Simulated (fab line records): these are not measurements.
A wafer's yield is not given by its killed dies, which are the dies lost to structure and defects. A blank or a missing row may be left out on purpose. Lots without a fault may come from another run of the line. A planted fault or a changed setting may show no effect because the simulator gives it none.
Split-lot trial | flow sky130 | on a route of 708 steps: 5 lots, 23 wafers read

ABOUT THE SPLIT
At SKY_RES_XHIGH_COAT_02 (resist thk 1140 nm), the setting spin rpm was moved away from the recipe's 3000 rpm on 9 of the 23 wafers read, by -6.1% to +4.3%. For the rest of the wafers, this setting stayed at what the recipe calls for.

Reading taken at the split's own step.

THE READING
NOVOLAK_of_RES_XHIGH_COAT_02.thk nm (the simulator's own value, which no gauge read), in nm, at SKY_RES_XHIGH_COAT_02 (resist thk 1140 nm). No usual value for it is given in the file. Across the 14 wafers here that went through the recipe, the average is 1140 nm and the standard deviation 2.6 nm.

wafer  | tool, chamber at the split | spin rpm as run, rpm | against the recipe | NOVOLAK_of_RES_XHIGH_COAT_02.thk nm, nm | against lot-mates on the recipe
L077.1 | litho track-04, 0          | 3000                 | recipe             | 1141                                    | -
L077.4 | litho track-04, 0          | 3000                 | recipe             | 1142                                    | -
L077.6 | litho track-04, 0          | 3000                 | recipe             | 1142                                    | -
L078.1 | litho track-01, 0          | 2880                 | -4.0%              | 1158                                    | +20
L078.2 | litho track-01, 0          | 2880                 | -4.0%              | 1164                                    | +26
L078.4 | litho track-01, 0          | 2880                 | -4.0%              | 1164                                    | +26
L078.5 | litho track-01, 0          | 3000                 | recipe             | 1136                                    | -
L078.6 | litho track-01, 0          | 3000                 | recipe             | 1140                                    | -
L081.1 | litho track-01, 0          | 3000                 | recipe             | 1142                                    | -
L081.2 | litho track-01, 0          | 3000                 | recipe             | 1142                                    | -
L081.3 | litho track-01, 0          | 2817                 | -6.1%              | 1177                                    | +35
L081.4 | litho track-01, 0          | 3000                 | recipe             | 1143                                    | -
L081.5 | litho track-01, 0          | 2817                 | -6.1%              | 1178                                    | +36
L083.1 | litho track-02, 0          | 3000                 | recipe             | 1140                                    | -
L083.5 | litho track-02, 0          | 3000                 | recipe             | 1140                                    | -
L083.3 | litho track-02, 0          | 3093                 | +3.1%              | 1126                                    | -15
L083.4 | litho track-02, 0          | 3093                 | +3.1%              | 1122                                    | -19
L083.6 | litho track-02, 0          | 3000                 | recipe             | 1143                                    | -
L082.2 | litho track-01, 0          | 3000                 | recipe             | 1137                                    | -
L082.3 | litho track-01, 0          | 3130                 | +4.3%              | 1116                                    | -20
L082.4 | litho track-01, 0          | 3000                 | recipe             | 1136                                    | -
L082.5 | litho track-01, 0          | 3000                 | recipe             | 1136                                    | -
L082.6 | litho track-01, 0          | 3130                 | +4.3%              | 1111                                    | -25

FIT RESULTS
A straight line over all 23 wafers: NOVOLAK_of_RES_XHIGH_COAT_02.thk nm changes by -5.86 nm for each +1% of spin rpm; r = -0.99; the points scatter about the line by 2.8 nm.
The same after taking each lot's own level away (the mean of its wafers on the recipe; 23 wafers): -5.67 nm for each +1%; r = -0.99; scatter 1.8 nm.
That fit puts the effect of the largest move of spin rpm on the reading at 35 nm.
Measured against the standard deviation above, the lots' own levels, which go from 1136.3 to 1142.3 nm, span 2.3 times it.
Hence the lot-to-lot level has little effect on the slope; both slopes agree.
Check: with one of the wafers moved furthest among these (-6.1%) left out of the fit, the line predicts +35.1 nm for it against its lot-mates. It came out at +34.7 nm against them.

THESE WAFERS: OTHER SPLITS
Note: prior to the reading, these wafers also went through further splits. Each is held against what the fit with the lots' levels taken away leaves over:
other split on the same wafers | wafers away from the commonest value | r with NOVOLAK_of_RES_XHIGH_COAT_02.thk nm (lot level and that fit taken away)
SKY_SD_P_COAT_02 spin rpm      | 9                                    | +0.10

THE WHOLE CHAIN: every reading that the file lists as answering this split, in the file's order
step                   | what it does       | reading                                                                              | change (the file's fit)              | r (the file's)
SKY_RES_XHIGH_COAT_02  | resist thk 1140 nm | NOVOLAK_of_RES_XHIGH_COAT_02.thk nm (the simulator's own value, which no gauge read) | -5.62 nm for each +1% of the setting | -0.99
SKY_RES_XHIGH_STRIP_08 | strips in O2/N2    | strip time to endpoint s                                                             | withheld for each +1% of the setting | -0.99

THE FILE'S OWN FIT
NOVOLAK_of_RES_XHIGH_COAT_02.thk nm changes by -5.62 nm for each +1% of spin rpm, r = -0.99.
